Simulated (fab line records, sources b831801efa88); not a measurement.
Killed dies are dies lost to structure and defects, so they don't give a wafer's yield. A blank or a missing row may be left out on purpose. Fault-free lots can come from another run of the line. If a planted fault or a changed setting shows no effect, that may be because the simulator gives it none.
The tool behind it: which one?    flow gf180mcu    Sampling: 24 lots, 72 wafers, 5 of 602 route steps

== WHAT EACH GAUGE READ, for each wafer ==
GF_CONTACT_THK_MEAS_01. Usual: for CONTACT_CVD_00_THK the level is 300 nm and the standard deviation is 3.1.
lot   measured      on            CONTACT_CVD_00_THK (nm)  flag
L074  day 15 02:51  filmMetro-04  303 303 305              
L075  day 15 08:59  filmMetro-03  297 299 300              
L076  day 15 23:32  filmMetro-03  301 303 304              
L077  day 16 04:30  filmMetro-04  301 297 297              
L078  day 16 14:13  filmMetro-04  298 299 294              
L079  day 17 00:35  filmMetro-03  303 300 301              
L080  day 17 02:27  filmMetro-04  302 301 304              
L081  day 17 21:19  filmMetro-04  303 298 304              
L082  day 18 00:02  filmMetro-01  301 300 300              
L083  day 18 06:30  filmMetro-01  303 303 301              
L084  day 18 22:40  filmMetro-01  299 304 301              
L085  day 19 06:59  filmMetro-04  302 300 303              
L086  day 19 13:33  filmMetro-03  296 293 297              
L087  day 19 17:07  filmMetro-01  294 297 293              
L088  day 20 06:40  filmMetro-03  297 301 307              
L089  day 20 15:13  filmMetro-04  303 295 303              
L090  day 21 01:37  filmMetro-01  298 297 298              
L091  day 21 06:49  filmMetro-01  297 302 295              
L092  day 21 15:00  filmMetro-01  302 302 303              
L093  day 21 22:22  filmMetro-03  297 294 303              
L094  day 22 09:58  filmMetro-03  303 300 309              
L095  day 22 14:04  filmMetro-01  301 298 301              
L096  day 22 21:32  filmMetro-04  307 300 303              
L097  day 23 14:40  filmMetro-01  303 304 301              

GF_V1_THK_MEAS_01. Usual: for V1_CVD_00_THK the level is 600 nm and the standard deviation is 6.5.
lot   measured      on            V1_CVD_00_THK (nm)  flag
L074  day 17 01:36  filmMetro-01  591 587 600         
L075  day 17 09:18  filmMetro-02  595 596 589         
L076  day 18 00:34  filmMetro-03  615 602 606         
L077  day 18 05:31  filmMetro-03  599 590 602         
L078  day 18 15:49  filmMetro-01  602 599 603         
L079  day 19 02:52  filmMetro-02  594 594 599         
L080  day 19 04:52  filmMetro-02  598 600 600         
L081  day 20 00:22  filmMetro-01  601 600 596         
L082  day 20 02:33  filmMetro-02  613 608 608         
L083  day 20 10:22  filmMetro-03  584 594 597         
L084  day 21 01:18  filmMetro-01  589 591 591         
L085  day 21 11:09  filmMetro-02  602 602 600         
L086  day 21 16:24  filmMetro-02  598 597 603         
L087  day 21 20:11  filmMetro-02  589 600 593         
L088  day 22 09:29  filmMetro-03  594 597 597         
L089  day 22 17:31  filmMetro-03  601 599 596         
L090  day 23 02:57  filmMetro-02  603 604 595         
L091  day 23 08:44  filmMetro-02  591 603 595         
L092  day 23 16:01  filmMetro-03  615 617 611         
L093  day 23 23:37  filmMetro-02  601 596 602         
L094  day 24 10:56  filmMetro-03  604 609 602         
L095  day 24 13:35  filmMetro-01  598 600 603         
L096  day 24 21:03  filmMetro-02  603 593 601         
L097  day 25 14:00  filmMetro-01  596 597 594         

GF_V1_OVL_MEAS_15. Usual: for V1_OVL the level is 3 nm and the standard deviation is 5.2.
lot   measured      on          V1_OVL (nm)  flag
L074  day 18 01:44  overlay-02  7 1 3        
L075  day 18 09:36  overlay-02  12 6 10      
L076  day 19 01:17  overlay-02  6 3 3        
L077  day 19 06:24  overlay-01  2 2 7        
L078  day 19 16:58  overlay-02  -4 -1 -4     
L079  day 20 04:04  overlay-02  -5 -3 6      
L080  day 20 06:34  overlay-02  3 6 10       
L081  day 21 01:01  overlay-01  6 3 9        
L082  day 21 03:16  overlay-01  -1 -4 5      
L083  day 21 10:54  overlay-02  -4 -10 -2    
L084  day 22 01:49  overlay-01  4 -2 -5      
L085  day 22 10:37  overlay-02  -10 -2 -7    
L086  day 22 16:23  overlay-02  2 -6 5       
L087  day 22 19:43  overlay-02  0 -2 2       
L088  day 23 09:11  overlay-02  6 7 9        
L089  day 23 16:40  overlay-02  8 8 7        
L090  day 24 02:04  overlay-02  1 -3 -3      
L091  day 24 07:53  overlay-01  10 -1 1      
L092  day 24 15:10  overlay-01  1 9 3        
L093  day 24 21:49  overlay-02  1 0 2        
L094  day 25 09:07  overlay-02  -3 4 -2      
L095  day 25 11:32  overlay-01  -1 -4 4      
L096  day 25 19:18  overlay-02  6 11 5       
L097  day 26 11:46  overlay-02  2 -2 1       

== WHICH TOOL RAN EACH LOT (tool, then ch and the chambers of the sampled wafers, then the start) ==
lot   GF_M1_SPUTTER_00             GF_V1_CVD_02
L074  pvdSputter-01, day 16 02:33  pecvd-01 ch 0,1,2, day 17 01:40
L075  pvdSputter-01, day 16 09:19  pecvd-02 ch 0,1,2, day 17 09:21
L076  pvdSputter-03, day 16 23:47  pecvd-02 ch 0,1,2, day 18 00:38
L077  pvdSputter-01, day 17 05:09  pecvd-02 ch 1,2, day 18 05:34
L078  pvdSputter-03, day 17 14:51  pecvd-02 ch 0,1,2, day 18 15:52
L079  pvdSputter-03, day 18 01:39  pecvd-01 ch 0,1,2, day 19 02:56
L080  pvdSputter-03, day 18 03:45  pecvd-02 ch 0,1, day 19 04:56
L081  pvdSputter-03, day 18 22:47  pecvd-01 ch 0,2, day 20 00:25
L082  pvdSputter-02, day 19 01:26  pecvd-02 ch 0,2, day 20 02:37
L083  pvdSputter-02, day 19 08:41  pecvd-03 ch 0,1,2, day 20 10:25
L084  pvdSputter-02, day 20 00:25  pecvd-02 ch 0,1, day 21 01:20
L085  pvdSputter-02, day 20 09:40  pecvd-01 ch 0,1,2, day 21 11:13
L086  pvdSputter-01, day 20 15:38  pecvd-02 ch 0,1,2, day 21 16:26
L087  pvdSputter-03, day 20 18:49  pecvd-03 ch 0,1,2, day 21 20:15
L088  pvdSputter-02, day 21 08:56  pecvd-02 ch 0,1,2, day 22 09:34
L089  pvdSputter-02, day 21 16:38  pecvd-03 ch 0,1, day 22 17:34
L090  pvdSputter-01, day 22 03:10  pecvd-02 ch 0,1,2, day 23 03:01
L091  pvdSputter-01, day 22 08:44  pecvd-01 ch 0,1,2, day 23 08:47
L092  pvdSputter-02, day 22 15:35  pecvd-03 ch 0,2, day 23 16:04
L093  pvdSputter-02, day 23 00:02  pecvd-01 ch 0,1,2, day 23 23:40
L094  pvdSputter-02, day 23 11:04  pecvd-02 ch 0,1, day 24 11:00
L095  pvdSputter-03, day 23 14:26  pecvd-02 ch 0,1, day 24 13:39
L096  pvdSputter-01, day 23 21:58  pecvd-03 ch 1,2, day 24 21:06
L097  pvdSputter-01, day 24 14:47  pecvd-03 ch 1,2, day 25 14:03
- GF_M1_SPUTTER_00: material Ti, target thk 37.5 nm, time 150 s.
- GF_V1_CVD_02: deposits SiO2 from TEOS, target thk 850 nm, time 94.851 s.

== WHAT THE TOOLS THEMSELVES READ (means of the sampled wafers that have a number; where no wafer has one, the mark that the record gives instead) ==
GF_M1_SPUTTER_00. Usual: throttleValvePct reads 30.1 % (standard deviation 1.5).
lot   tool           throttleValvePct (%)  flag
L074  pvdSputter-01  30.0                  
L075  pvdSputter-01  30.7                  
L076  pvdSputter-03  30.8                  
L077  pvdSputter-01  29.5                  
L078  pvdSputter-03  28.9                  
L079  pvdSputter-03  30.5                  
L080  pvdSputter-03  30.7                  
L081  pvdSputter-03  30.5                  
L082  pvdSputter-02  29.7                  
L083  pvdSputter-02  29.4                  
L084  pvdSputter-02  29.4                  
L085  pvdSputter-02  29.9                  
L086  pvdSputter-01  30.5                  
L087  pvdSputter-03  29.0                  
L088  pvdSputter-02  29.7                  
L089  pvdSputter-02  30.3                  
L090  pvdSputter-01  30.6                  
L091  pvdSputter-01  29.2                  
L092  pvdSputter-02  30.4                  
L093  pvdSputter-02  28.6                  
L094  pvdSputter-02  30.3                  
L095  pvdSputter-03  30.1                  
L096  pvdSputter-01  29.5                  
L097  pvdSputter-01  31.5                  

GF_V1_CVD_02. Usual: heaterPowerW 651 W, standard deviation 140; susceptorTempC 400.01 C, standard deviation 0.22.
lot   tool      heaterPowerW (W)  susceptorTempC (C)  flag
L074  pecvd-01  667               399.97              
L075  pecvd-02  642               400.24              
L076  pecvd-02  643               400.01              
L077  pecvd-02  606               400.21              
L078  pecvd-02  604               399.91              
L079  pecvd-01  639               400.07              
L080  pecvd-02  721               399.96              
L081  pecvd-01  587               399.91              
L082  pecvd-02  553               400.03              
L083  pecvd-03  614               400.00              
L084  pecvd-02  740               400.07              
L085  pecvd-01  706               399.83              
L086  pecvd-02  686               400.22              
L087  pecvd-03  607               400.04              
L088  pecvd-02  620               399.94              
L089  pecvd-03  519               400.14              
L090  pecvd-02  674               399.80              
L091  pecvd-01  690               400.11              
L092  pecvd-03  652               400.15              
L093  pecvd-01  667               399.81              
L094  pecvd-02  671               399.96              
L095  pecvd-02  692               399.98              
L096  pecvd-03  631               400.09              
L097  pecvd-03  520               400.11              

== THE ANSWER, worked out from the rows above alone ==
Rule: a lot is off if the mean of its wafers that have a number lies more than 3 standard deviations from the usual mean. A lot without any number at a reading at which 4 lots or more have one is off too. Any other lot the step has rows for is counted as sound. Order of review: gauges by route order, followed by the tools' own readings, for which a lot's mean as printed above is used. The first step at which some lot is off is used, and at that step the reading that is off furthest; a lot without a number counts as furthest.
No lot is off at any reading shown: from this, nothing can be told.

== WHAT THE SIMULATOR PUT IN ==
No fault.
